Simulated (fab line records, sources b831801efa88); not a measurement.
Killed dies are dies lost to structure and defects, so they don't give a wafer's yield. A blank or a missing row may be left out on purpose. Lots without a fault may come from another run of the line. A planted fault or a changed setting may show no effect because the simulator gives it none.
Chamber matching | flow sky130 | SKY_VIA3_ETCH_15 on rie_diel-03: 4 sister chambers
The step etches SiO2 in C4F8/O2/Ar, stops on TiN, target depth 507 nm, time 78 s. 8 wafers are shown with their chamber, then 8 later ones without.

WAFERS WITH THEIR CHAMBER
wafer  | chamber | chamber_pressure_mTorr (mTorr) | oes_product_au (a.u.)
L575.4 | 0       | 39.98                          | 0.951
L582.1 | 0       | 39.98                          | 0.950
L582.3 | 3       | 40.02                          | 0.956
L582.5 | 1       | 40.02                          | 0.953
L592.2 | 1       | 39.93                          | 0.933
L592.3 | 2       | 40.01                          | 0.947
L592.5 | 2       | 40.01                          | 0.945
L593.1 | 3       | 40.07                          | 0.942

WAFERS WITHOUT THEIR CHAMBER
wafer  | chamber_pressure_mTorr (mTorr) | oes_product_au (a.u.)
L593.2 | 40.10                          | 0.945
L593.4 | 39.95                          | 0.948
L595.2 | 39.88                          | 0.944
L595.4 | 40.01                          | 0.936
L595.6 | 40.00                          | 0.948
L596.1 | 39.98                          | 0.947
L596.4 | 40.01                          | 0.947
L596.5 | 40.00                          | 0.944

WHICH CHAMBER EACH WENT THROUGH
wafer  | from the rows above               | in truth
L593.2 | can't be placed: 3 or 2 or 0 or 1 | 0
L593.4 | can't be placed: 0 or 1 or 2 or 3 | 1
L595.2 | can't be placed: 1 or 0 or 2 or 3 | 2
L595.4 | can't be placed: 2 or 1 or 3 or 0 | 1
L595.6 | can't be placed: 2 or 0 or 1 or 3 | 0
L596.1 | can't be placed: 0 or 1 or 2 or 3 | 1
L596.4 | can't be placed: 2 or 0 or 3 or 1 | 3
L596.5 | can't be placed: 2 or 1 or 0 or 3 | 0
Placed correctly: 0 of 8. Can't be placed from these rows: 8 (the true chamber is among the candidates in 8). Placed wrongly: 0.
How it was worked out, from the rows above alone: a wafer's distance from a chamber is the root of the sum, over the readings, of the square of ((its reading less the chamber's mean) divided by the reading's scatter). The wafer belongs to the nearest chamber; if the next one is less than 2 further off, it can't be placed. A chamber's mean is the mean of its shown wafers. The scatter: the root of (the sum of the squares of (reading less its chamber's mean) over the shown wafers, divided by (wafers less chambers)).
